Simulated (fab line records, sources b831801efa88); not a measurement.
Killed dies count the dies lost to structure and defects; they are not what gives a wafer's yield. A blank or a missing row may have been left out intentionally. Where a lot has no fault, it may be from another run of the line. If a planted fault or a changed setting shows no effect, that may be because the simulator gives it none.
Which tool is to blame? || flow gf180mcu || 42 wafers from 14 lots sampled at 3 of the route's 602 steps

== WHAT THE GAUGES READ, wafer by wafer ==
GF_TOP_METAL_THK_MEAS_06: measures by xrf. Usual: TOP_METAL_ALCU_THK typically reads 920 nm, with standard deviation 11.
{"lot": "L665", "measured": "day 27 04:44", "on": "filmMetro-03", "TOP_METAL_ALCU_THK (nm)": "923 921 913", "flag": ""}
{"lot": "L666", "measured": "day 27 11:50", "on": "filmMetro-04", "TOP_METAL_ALCU_THK (nm)": "933 935 925", "flag": ""}
{"lot": "L667", "measured": "day 28 00:08", "on": "filmMetro-03", "TOP_METAL_ALCU_THK (nm)": "914 898 913", "flag": ""}
{"lot": "L668", "measured": "day 28 03:04", "on": "filmMetro-03", "TOP_METAL_ALCU_THK (nm)": "914 906 901", "flag": ""}
{"lot": "L669", "measured": "day 28 13:23", "on": "filmMetro-03", "TOP_METAL_ALCU_THK (nm)": "924 920 912", "flag": ""}
{"lot": "L675", "measured": "day 30 08:41", "on": "filmMetro-02", "TOP_METAL_ALCU_THK (nm)": "935 937 919", "flag": ""}
{"lot": "L676", "measured": "day 30 17:18", "on": "filmMetro-02", "TOP_METAL_ALCU_THK (nm)": "910 924 926", "flag": ""}
{"lot": "L679", "measured": "day 31 20:55", "on": "filmMetro-03", "TOP_METAL_ALCU_THK (nm)": "946 925 943", "flag": ""}
{"lot": "L682", "measured": "day 32 07:50", "on": "filmMetro-03", "TOP_METAL_ALCU_THK (nm)": "913 905 912", "flag": ""}
{"lot": "L683", "measured": "day 32 16:06", "on": "filmMetro-02", "TOP_METAL_ALCU_THK (nm)": "925 940 946", "flag": ""}
{"lot": "L684", "measured": "day 32 16:38", "on": "filmMetro-03", "TOP_METAL_ALCU_THK (nm)": "908 912 911", "flag": ""}
{"lot": "L685", "measured": "day 32 22:34", "on": "filmMetro-03", "TOP_METAL_ALCU_THK (nm)": "912 924 915", "flag": ""}
{"lot": "L688", "measured": "day 33 11:35", "on": "filmMetro-04", "TOP_METAL_ALCU_THK (nm)": "916 931 910", "flag": ""}
{"lot": "L687", "measured": "day 33 13:17", "on": "filmMetro-03", "TOP_METAL_ALCU_THK (nm)": "915 910 910", "flag": ""}

== WHAT TOOL EACH LOT RAN ON (gives the tool, then ch and the chambers of the sampled wafers, and finally the start) ==
{"lot": "L665", "GF_V2_ETCH_17": "rieDiel-04 ch 1,2, day 20 05:00", "GF_V5_CMP_04": "cmp-01 ch 0,1,2, day 26 06:20"}
{"lot": "L666", "GF_V2_ETCH_17": "rieDiel-03 ch 1,2,3, day 20 13:00", "GF_V5_CMP_04": "cmp-02 ch 0,2,3, day 26 13:11"}
{"lot": "L667", "GF_V2_ETCH_17": "rieDiel-01 ch 1,2, day 21 01:00", "GF_V5_CMP_04": "cmp-01 ch 0,1,2, day 27 01:34"}
{"lot": "L668", "GF_V2_ETCH_17": "rieDiel-04 ch 0,1,2, day 21 07:00", "GF_V5_CMP_04": "cmp-01 ch 0,1,2, day 27 05:17"}
{"lot": "L669", "GF_V2_ETCH_17": "rieDiel-03 ch 0,3, day 21 20:00", "GF_V5_CMP_04": "cmp-01 ch 1,3, day 27 15:44"}
{"lot": "L675", "GF_V2_ETCH_17": "rieDiel-04 ch 1,2,3, day 24 00:00", "GF_V5_CMP_04": "cmp-02 ch 0,3, day 29 12:02"}
{"lot": "L676", "GF_V2_ETCH_17": "rieDiel-04 ch 1,2,3, day 24 09:00", "GF_V5_CMP_04": "cmp-01 ch 0,1,3, day 29 20:35"}
{"lot": "L679", "GF_V2_ETCH_17": "rieDiel-03 ch 0,1, day 25 16:00", "GF_V5_CMP_04": "cmp-01 ch 2,3, day 30 22:34"}
{"lot": "L682", "GF_V2_ETCH_17": "rieDiel-03 ch 1,2, day 26 10:00", "GF_V5_CMP_04": "cmp-01 ch 0,2, day 31 13:50"}
{"lot": "L683", "GF_V2_ETCH_17": "rieDiel-03 ch 1,2,3, day 26 17:00", "GF_V5_CMP_04": "cmp-02 ch 0,3, day 31 21:28"}
{"lot": "L684", "GF_V2_ETCH_17": "rieDiel-04 ch 1,3, day 26 18:00", "GF_V5_CMP_04": "cmp-02 ch 0,1,3, day 31 22:22"}
{"lot": "L685", "GF_V2_ETCH_17": "rieDiel-04 ch 1,2, day 27 04:00", "GF_V5_CMP_04": "cmp-01 ch 0,1, day 32 03:43"}
{"lot": "L688", "GF_V2_ETCH_17": "rieDiel-04 ch 1,2, day 27 19:00", "GF_V5_CMP_04": "cmp-02 ch 1,2, day 32 17:19"}
{"lot": "L687", "GF_V2_ETCH_17": "rieDiel-04 ch 1,2, day 27 22:00", "GF_V5_CMP_04": "cmp-01 ch 1,3, day 32 19:02"}
- GF_V2_ETCH_17: etches SiO2 in C4F8/O2/Ar, stops on TiN, target depth 630 nm.
- GF_V5_CMP_04: polishes SiO2.

== AS READ BY THE TOOLS THEMSELVES (means over the sampled wafers that have a number; for cases with no such wafer, the mark the record gives instead) ==
GF_V2_ETCH_17. Usual: 0.856 a.u. for oesProductAu, sd 0.0044.
{"lot": "L665", "tool": "rieDiel-04", "oesProductAu (a.u.)": 0.852, "flag": ""}
{"lot": "L666", "tool": "rieDiel-03", "oesProductAu (a.u.)": 0.856, "flag": ""}
{"lot": "L667", "tool": "rieDiel-01", "oesProductAu (a.u.)": 0.852, "flag": ""}
{"lot": "L668", "tool": "rieDiel-04", "oesProductAu (a.u.)": 0.855, "flag": ""}
{"lot": "L669", "tool": "rieDiel-03", "oesProductAu (a.u.)": 0.856, "flag": ""}
{"lot": "L675", "tool": "rieDiel-04", "oesProductAu (a.u.)": 0.859, "flag": ""}
{"lot": "L676", "tool": "rieDiel-04", "oesProductAu (a.u.)": 0.854, "flag": ""}
{"lot": "L679", "tool": "rieDiel-03", "oesProductAu (a.u.)": 0.858, "flag": ""}
{"lot": "L682", "tool": "rieDiel-03", "oesProductAu (a.u.)": 0.859, "flag": ""}
{"lot": "L683", "tool": "rieDiel-03", "oesProductAu (a.u.)": 0.851, "flag": ""}
{"lot": "L684", "tool": "rieDiel-04", "oesProductAu (a.u.)": 0.860, "flag": ""}
{"lot": "L685", "tool": "rieDiel-04", "oesProductAu (a.u.)": 0.857, "flag": ""}
{"lot": "L688", "tool": "rieDiel-04", "oesProductAu (a.u.)": 0.857, "flag": ""}
{"lot": "L687", "tool": "rieDiel-04", "oesProductAu (a.u.)": 0.857, "flag": ""}

GF_V5_CMP_04. Usual: 12.0 A for motorCurrentA, sd 1.7.
{"lot": "L665", "tool": "cmp-01", "motorCurrentA (A)": 11.7, "flag": ""}
{"lot": "L666", "tool": "cmp-02", "motorCurrentA (A)": 11.2, "flag": ""}
{"lot": "L667", "tool": "cmp-01", "motorCurrentA (A)": 11.5, "flag": ""}
{"lot": "L668", "tool": "cmp-01", "motorCurrentA (A)": 11.8, "flag": ""}
{"lot": "L669", "tool": "cmp-01", "motorCurrentA (A)": 12.1, "flag": ""}
{"lot": "L675", "tool": "cmp-02", "motorCurrentA (A)": 10.3, "flag": ""}
{"lot": "L676", "tool": "cmp-01", "motorCurrentA (A)": 11.9, "flag": ""}
{"lot": "L679", "tool": "cmp-01", "motorCurrentA (A)": 14.1, "flag": ""}
{"lot": "L682", "tool": "cmp-01", "motorCurrentA (A)": 12.0, "flag": ""}
{"lot": "L683", "tool": "cmp-02", "motorCurrentA (A)": 10.3, "flag": ""}
{"lot": "L684", "tool": "cmp-02", "motorCurrentA (A)": 10.7, "flag": ""}
{"lot": "L685", "tool": "cmp-01", "motorCurrentA (A)": 10.5, "flag": ""}
{"lot": "L688", "tool": "cmp-02", "motorCurrentA (A)": 12.8, "flag": ""}
{"lot": "L687", "tool": "cmp-01", "motorCurrentA (A)": 13.1, "flag": ""}

== THE ANSWER, worked out from the rows above alone ==
Rule: a lot is off if the mean of its wafers that have a number lies more than 3 standard deviations from the usual mean. Also off: a lot with no number at a reading for which 4 or more lots have one. Where the step has rows for the other lots, those lots are counted as sound. Order of review: gauges by route order, followed by the tools' own readings, for which a lot's mean as printed above is used. At the first step where some lot is off, the reading lying furthest off is the one used; lots without a number count as furthest.
No lot is off on any of the readings shown, so nothing can be concluded from this.

== WHAT THE SIMULATOR PUT IN ==
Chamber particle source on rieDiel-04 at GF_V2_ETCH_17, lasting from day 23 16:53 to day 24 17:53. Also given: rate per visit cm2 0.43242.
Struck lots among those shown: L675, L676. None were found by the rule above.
